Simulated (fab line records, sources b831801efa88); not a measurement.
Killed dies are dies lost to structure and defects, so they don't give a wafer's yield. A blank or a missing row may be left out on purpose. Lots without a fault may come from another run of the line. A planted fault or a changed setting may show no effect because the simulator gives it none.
Which tool did it? | flow sky130 | 24 lots, 72 wafers sampled, at 6 steps of a route of 708

WHAT THE GAUGES READ, wafer by wafer
SKY_VIA1_OVL_MEAS_13. Usual: VIA1_OVL -1 nm, standard deviation 5.3.
lot  | measured     | on         | VIA1_OVL (nm) | flag
L074 | day 34 03:48 | overlay-01 | -7 -4 -3      |
L075 | day 34 14:07 | overlay-01 | -2 -3 -4      |
L076 | day 34 18:31 | overlay-02 | -7 -1 2       |
L077 | day 35 05:02 | overlay-02 | -5 -1 -4      |
L078 | day 35 12:27 | overlay-02 | -3 -6 1       |
L079 | day 35 15:48 | overlay-02 | 9 -3 2        |
L080 | day 36 00:36 | overlay-02 | 5 6 1         |
L081 | day 36 09:18 | overlay-01 | 0 -1 5        |
L082 | day 36 21:52 | overlay-02 | -13 -20 -12   |
L083 | day 37 02:57 | overlay-01 | 4 -4 -6       |
L084 | day 37 08:40 | overlay-01 | -6 -1 2       |
L085 | day 37 15:54 | overlay-02 | -4 -5 -4      |
L086 | day 37 22:45 | overlay-01 | 0 -1 0        |
L087 | day 38 06:10 | overlay-01 | 11 7 12       |
L088 | day 38 13:25 | overlay-01 | -1 1 -5       |
L089 | day 38 21:49 | overlay-01 | -3 -4 3       |
L090 | day 39 02:18 | overlay-02 | -1 4 -1       |
L091 | day 39 13:19 | overlay-02 | -7 -10 -7     |
L092 | day 39 18:31 | overlay-02 | 1 0 -5        |
L093 | day 39 22:43 | overlay-01 | 10 -2 0       |
L094 | day 40 07:45 | overlay-01 | -1 -6 3       |
L095 | day 40 12:48 | overlay-02 | 2 3 7         |
L096 | day 40 18:28 | overlay-02 | 2 0 6         |
L097 | day 41 08:52 | overlay-02 | -2 -4 -1      |

SKY_VIA2_OVL_MEAS_13. Usual: VIA2_OVL 3 nm, standard deviation 5.2.
lot  | measured     | on         | VIA2_OVL (nm) | flag
L074 | day 36 12:00 | overlay-02 | -4 4 0        |
L075 | day 36 22:13 | overlay-01 | 2 0 2         |
L076 | day 37 01:56 | overlay-02 | 4 2 3         |
L077 | day 37 13:09 | overlay-02 | 9 9 3         |
L078 | day 37 19:50 | overlay-01 | 6 6 9         |
L079 | day 37 22:58 | overlay-02 | 1 -2 -4       |
L080 | day 38 08:06 | overlay-02 | 4 -1 0        |
L081 | day 38 15:35 | overlay-02 | 2 -3 0        |
L082 | day 39 03:35 | overlay-01 | 12 9 8        |
L083 | day 39 10:01 | overlay-01 | 5 1 4         |
L084 | day 39 14:40 | overlay-02 | -8 -9 -9      |
L085 | day 39 20:56 | overlay-01 | 6 11 2        |
L086 | day 40 03:42 | overlay-01 | 4 -1 -3       |
L087 | day 40 11:22 | overlay-01 | 4 8 6         |
L088 | day 40 18:07 | overlay-02 | 14 12 9       |
L089 | day 41 02:22 | overlay-02 | -5 -6 -5      |
L090 | day 41 07:23 | overlay-01 | 6 1 4         |
L091 | day 41 17:16 | overlay-01 | -2 5 2        |
L092 | day 41 21:13 | overlay-02 | 6 0 -3        |
L093 | day 42 02:59 | overlay-01 | 7 6 -5        |
L094 | day 42 10:45 | overlay-01 | 3 7 -1        |
L095 | day 42 16:48 | overlay-01 | -2 0 -9       |
L096 | day 42 20:55 | overlay-01 | 9 4 10        |
L097 | day 43 11:46 | overlay-02 | 4 4 1         |

WHICH TOOL RAN EACH LOT (tool, then ch and the chambers of the sampled wafers, then the start)
lot  | SKY_RES_XHIGH_STRIP_08               | SKY_METAL2_SPUTTER_00        | SKY_METAL2_SPUTTER_01        | SKY_METAL2_STRIP_20
L074 | plasma_asher-02 ch 0,1, day 26 21:50 | pvd_sputter-03, day 34 05:17 | pvd_sputter-03, day 34 05:18 | plasma_asher-01 ch 1, day 35 08:31
L075 | plasma_asher-02 ch 0,1, day 27 07:51 | pvd_sputter-02, day 34 15:31 | pvd_sputter-02, day 34 15:32 | plasma_asher-04 ch 0,1, day 35 18:45
L076 | plasma_asher-01 ch 0,1, day 27 12:20 | pvd_sputter-03, day 34 19:52 | pvd_sputter-03, day 34 19:54 | plasma_asher-01 ch 0,1, day 35 22:37
L077 | plasma_asher-04 ch 0,1, day 28 00:14 | pvd_sputter-02, day 35 06:23 | pvd_sputter-02, day 35 06:25 | plasma_asher-01 ch 0,1, day 36 09:52
L078 | plasma_asher-04 ch 0,1, day 28 08:26 | pvd_sputter-02, day 35 13:49 | pvd_sputter-02, day 35 13:50 | plasma_asher-04 ch 0,1, day 36 16:49
L079 | plasma_asher-01 ch 0,1, day 28 13:14 | pvd_sputter-02, day 35 17:10 | pvd_sputter-02, day 35 17:11 | plasma_asher-04 ch 0,1, day 36 19:34
L080 | plasma_asher-01 ch 0,1, day 28 21:23 | pvd_sputter-02, day 36 02:05 | pvd_sputter-02, day 36 02:06 | plasma_asher-03 ch 0,1, day 37 04:25
L081 | plasma_asher-02 ch 0,1, day 29 05:49 | pvd_sputter-04, day 36 10:43 | pvd_sputter-04, day 36 10:44 | plasma_asher-01 ch 0,1, day 37 13:01
L082 | plasma_asher-04 ch 0,1, day 29 19:01 | pvd_sputter-03, day 36 23:14 | pvd_sputter-03, day 36 23:15 | plasma_asher-04 ch 0,1, day 38 01:06
L083 | plasma_asher-01 ch 0,1, day 30 00:04 | pvd_sputter-03, day 37 04:20 | pvd_sputter-03, day 37 04:21 | plasma_asher-04 ch 0,1, day 38 07:04
L084 | plasma_asher-04 ch 0,1, day 30 06:40 | pvd_sputter-03, day 37 10:01 | pvd_sputter-03, day 37 10:02 | plasma_asher-03 ch 0,1, day 38 12:26
L085 | plasma_asher-01 ch 0,1, day 30 16:16 | pvd_sputter-04, day 37 17:16 | pvd_sputter-04, day 37 17:17 | plasma_asher-03 ch 0,1, day 38 19:10
L086 | plasma_asher-01 ch 0,1, day 30 23:47 | pvd_sputter-03, day 38 00:08 | pvd_sputter-03, day 38 00:10 | plasma_asher-04 ch 0,1, day 39 02:10
L087 | plasma_asher-02 ch 0,1, day 31 05:19 | pvd_sputter-04, day 38 07:31 | pvd_sputter-04, day 38 07:32 | plasma_asher-04 ch 0,1, day 39 09:22
L088 | plasma_asher-01 ch 0,1, day 31 12:49 | pvd_sputter-04, day 38 14:50 | pvd_sputter-04, day 38 14:52 | plasma_asher-01 ch 0,1, day 39 16:45
L089 | plasma_asher-04 ch 0,1, day 31 22:39 | pvd_sputter-02, day 38 23:09 | pvd_sputter-02, day 38 23:10 | plasma_asher-04 ch 0,1, day 40 01:03
L090 | plasma_asher-01 ch 0, day 32 04:44   | pvd_sputter-03, day 39 04:01 | pvd_sputter-03, day 39 04:02 | plasma_asher-01 ch 1, day 40 05:49
L091 | plasma_asher-02 ch 0,1, day 32 15:31 | pvd_sputter-02, day 39 14:41 | pvd_sputter-02, day 39 14:43 | plasma_asher-03 ch 0,1, day 40 15:57
L092 | plasma_asher-01 ch 1, day 32 23:17   | pvd_sputter-03, day 39 19:52 | pvd_sputter-03, day 39 19:53 | plasma_asher-04 ch 0, day 40 20:20
L093 | plasma_asher-01 ch 0,1, day 33 03:28 | pvd_sputter-03, day 40 00:28 | pvd_sputter-03, day 40 00:29 | plasma_asher-01 ch 1, day 41 01:10
L094 | plasma_asher-01 ch 0,1, day 33 11:02 | pvd_sputter-02, day 40 09:06 | pvd_sputter-02, day 40 09:07 | plasma_asher-04 ch 0,1, day 41 10:00
L095 | plasma_asher-04 ch 0,1, day 33 18:29 | pvd_sputter-02, day 40 14:09 | pvd_sputter-02, day 40 14:10 | plasma_asher-04 ch 0,1, day 41 15:16
L096 | plasma_asher-01 ch 0,1, day 33 23:19 | pvd_sputter-04, day 40 19:50 | pvd_sputter-04, day 40 19:52 | plasma_asher-01 ch 0,1, day 41 20:12
L097 | plasma_asher-01 ch 0,1, day 34 14:50 | pvd_sputter-03, day 41 10:14 | pvd_sputter-03, day 41 10:16 | plasma_asher-04 ch 0,1, day 42 10:37
- SKY_RES_XHIGH_STRIP_08: strips in O2/N2.
- SKY_METAL2_SPUTTER_00: material Ti, target thk 15 nm, time 10 s.
- SKY_METAL2_SPUTTER_01: material TiN, target thk 20 nm, time 16.7 s.
- SKY_METAL2_STRIP_20: strips in O2/N2.

WHAT THE TOOLS THEMSELVES READ (means of the sampled wafers that have a number; where no wafer has one, the mark that the record gives instead)
SKY_RES_XHIGH_STRIP_08. Usual: drypump_motor_current_A 5.4 A, standard deviation 0.46; oes_product_au 0.711 a.u., standard deviation 0.0044; strip_time_to_endpoint_s 14.27 s, standard deviation 0.037.
lot  | tool            | drypump_motor_current_A (A) | oes_product_au (a.u.) | strip_time_to_endpoint_s (s) | flag
L074 | plasma_asher-02 | 5.8                         | 0.707                 | 14.35                        |
L075 | plasma_asher-02 | 6.1                         | 0.709                 | 14.24                        |
L076 | plasma_asher-01 | 5.4                         | 0.711                 | 14.23                        |
L077 | plasma_asher-04 | 5.3                         | 0.714                 | 14.31                        |
L078 | plasma_asher-04 | 5.2                         | 0.712                 | 14.25                        |
L079 | plasma_asher-01 | 5.4                         | 0.712                 | 14.33                        |
L080 | plasma_asher-01 | 5.4                         | 0.706                 | 14.27                        |
L081 | plasma_asher-02 | 5.8                         | 0.709                 | 14.23                        |
L082 | plasma_asher-04 | 5.3                         | 0.708                 | 14.25                        |
L083 | plasma_asher-01 | 5.1                         | 0.713                 | 14.28                        |
L084 | plasma_asher-04 | 5.3                         | 0.713                 | 14.23                        |
L085 | plasma_asher-01 | 5.4                         | 0.708                 | 14.29                        |
L086 | plasma_asher-01 | 5.1                         | 0.711                 | 14.24                        |
L087 | plasma_asher-02 | 5.8                         | 0.710                 | 14.31                        |
L088 | plasma_asher-01 | 5.4                         | 0.716                 | 14.27                        |
L089 | plasma_asher-04 | 5.1                         | 0.708                 | 14.26                        |
L090 | plasma_asher-01 | 4.9                         | 0.711                 | 14.26                        |
L091 | plasma_asher-02 | 5.8                         | 0.711                 | 14.26                        |
L092 | plasma_asher-01 | 5.6                         | 0.716                 | 14.32                        |
L093 | plasma_asher-01 | 5.1                         | 0.708                 | 14.25                        |
L094 | plasma_asher-01 | 5.1                         | 0.712                 | 14.31                        |
L095 | plasma_asher-04 | 5.1                         | 0.713                 | 14.26                        |
L096 | plasma_asher-01 | 5.3                         | 0.713                 | 14.26                        |
L097 | plasma_asher-01 | 5.4                         | 0.710                 | 14.26                        |

SKY_METAL2_SPUTTER_00. Usual: throttle_valve_pct 30.0 %, standard deviation 1.
lot  | tool           | throttle_valve_pct (%) | flag
L074 | pvd_sputter-03 | 31.0                   |
L075 | pvd_sputter-02 | 29.0                   |
L076 | pvd_sputter-03 | 29.9                   |
L077 | pvd_sputter-02 | 29.0                   |
L078 | pvd_sputter-02 | 30.1                   |
L079 | pvd_sputter-02 | 28.7                   |
L080 | pvd_sputter-02 | 29.3                   |
L081 | pvd_sputter-04 | 30.1                   |
L082 | pvd_sputter-03 | 30.4                   |
L083 | pvd_sputter-03 | 30.5                   |
L084 | pvd_sputter-03 | 30.3                   |
L085 | pvd_sputter-04 | 29.9                   |
L086 | pvd_sputter-03 | 30.6                   |
L087 | pvd_sputter-04 | 30.7                   |
L088 | pvd_sputter-04 | 30.0                   |
L089 | pvd_sputter-02 | 29.0                   |
L090 | pvd_sputter-03 | 31.1                   |
L091 | pvd_sputter-02 | 29.3                   |
L092 | pvd_sputter-03 | 30.6                   |
L093 | pvd_sputter-03 | 30.4                   |
L094 | pvd_sputter-02 | 30.0                   |
L095 | pvd_sputter-02 | 30.0                   |
L096 | pvd_sputter-04 | 30.1                   |
L097 | pvd_sputter-03 | 30.2                   |

SKY_METAL2_SPUTTER_01. Usual: throttle_valve_pct 30.0 %, standard deviation 1.
lot  | tool           | throttle_valve_pct (%) | flag
L074 | pvd_sputter-03 | 31.2                   |
L075 | pvd_sputter-02 | 29.0                   |
L076 | pvd_sputter-03 | 29.8                   |
L077 | pvd_sputter-02 | 29.0                   |
L078 | pvd_sputter-02 | 30.2                   |
L079 | pvd_sputter-02 | 29.0                   |
L080 | pvd_sputter-02 | 29.2                   |
L081 | pvd_sputter-04 | 30.2                   |
L082 | pvd_sputter-03 | 30.4                   |
L083 | pvd_sputter-03 | 30.5                   |
L084 | pvd_sputter-03 | 30.4                   |
L085 | pvd_sputter-04 | 29.8                   |
L086 | pvd_sputter-03 | 30.5                   |
L087 | pvd_sputter-04 | 30.7                   |
L088 | pvd_sputter-04 | 29.9                   |
L089 | pvd_sputter-02 | 29.1                   |
L090 | pvd_sputter-03 | 31.0                   |
L091 | pvd_sputter-02 | 29.3                   |
L092 | pvd_sputter-03 | 30.6                   |
L093 | pvd_sputter-03 | 30.2                   |
L094 | pvd_sputter-02 | 29.8                   |
L095 | pvd_sputter-02 | 29.9                   |
L096 | pvd_sputter-04 | 30.1                   |
L097 | pvd_sputter-03 | 30.3                   |

SKY_METAL2_STRIP_20. Usual: drypump_motor_current_A 5.3 A, standard deviation 0.44; oes_product_au 0.344 a.u., standard deviation 0.0056; strip_time_to_endpoint_s 2.73 s, standard deviation 0.07.
lot  | tool            | drypump_motor_current_A (A) | oes_product_au (a.u.) | strip_time_to_endpoint_s (s) | flag
L074 | plasma_asher-01 | 5.5                         | 0.347                 | 2.79                         |
L075 | plasma_asher-04 | 5.3                         | 0.342                 | 2.65                         |
L076 | plasma_asher-01 | 5.1                         | 0.345                 | 2.76                         |
L077 | plasma_asher-01 | 5.1                         | 0.345                 | 2.79                         |
L078 | plasma_asher-04 | 5.1                         | 0.350                 | 2.78                         |
L079 | plasma_asher-04 | 5.1                         | 0.342                 | 2.74                         |
L080 | plasma_asher-03 | 5.5                         | 0.348                 | 2.79                         |
L081 | plasma_asher-01 | 5.4                         | 0.349                 | 2.71                         |
L082 | plasma_asher-04 | 5.1                         | 0.341                 | 2.75                         |
L083 | plasma_asher-04 | 5.3                         | 0.349                 | 2.79                         |
L084 | plasma_asher-03 | 6.0                         | 0.342                 | 2.71                         |
L085 | plasma_asher-03 | 5.4                         | 0.348                 | 2.74                         |
L086 | plasma_asher-04 | 5.3                         | 0.341                 | 2.71                         |
L087 | plasma_asher-04 | 5.2                         | 0.345                 | 2.81                         |
L088 | plasma_asher-01 | 5.3                         | 0.347                 | 2.78                         |
L089 | plasma_asher-04 | 5.1                         | 0.344                 | 2.77                         |
L090 | plasma_asher-01 | 5.6                         | 0.349                 | 2.80                         |
L091 | plasma_asher-03 | 6.0                         | 0.341                 | 2.65                         |
L092 | plasma_asher-04 | 5.0                         | 0.338                 | 2.61                         |
L093 | plasma_asher-01 | 5.6                         | 0.337                 | 2.62                         |
L094 | plasma_asher-04 | 5.2                         | 0.348                 | 2.76                         |
L095 | plasma_asher-04 | 5.1                         | 0.345                 | 2.75                         |
L096 | plasma_asher-01 | 5.3                         | 0.341                 | 2.70                         |
L097 | plasma_asher-04 | 5.1                         | 0.347                 | 2.66                         |

THE ANSWER, worked out from the rows above alone
Rule: a lot is off if the mean of its wafers that have a number lies more than 3 standard deviations from the usual mean. A lot without any number at a reading at which 4 lots or more have one is off too. The other lots that the step has rows for count as sound. The gauges are gone through in route order, then the tools' own readings, and for those a lot's mean is taken as printed above. The first step at which some lot is off is used, and at that step the reading that is off furthest; a lot without a number counts as furthest.
No lot is off at any reading shown: from this, nothing can be told.

WHAT THE SIMULATOR HAD PUT IN
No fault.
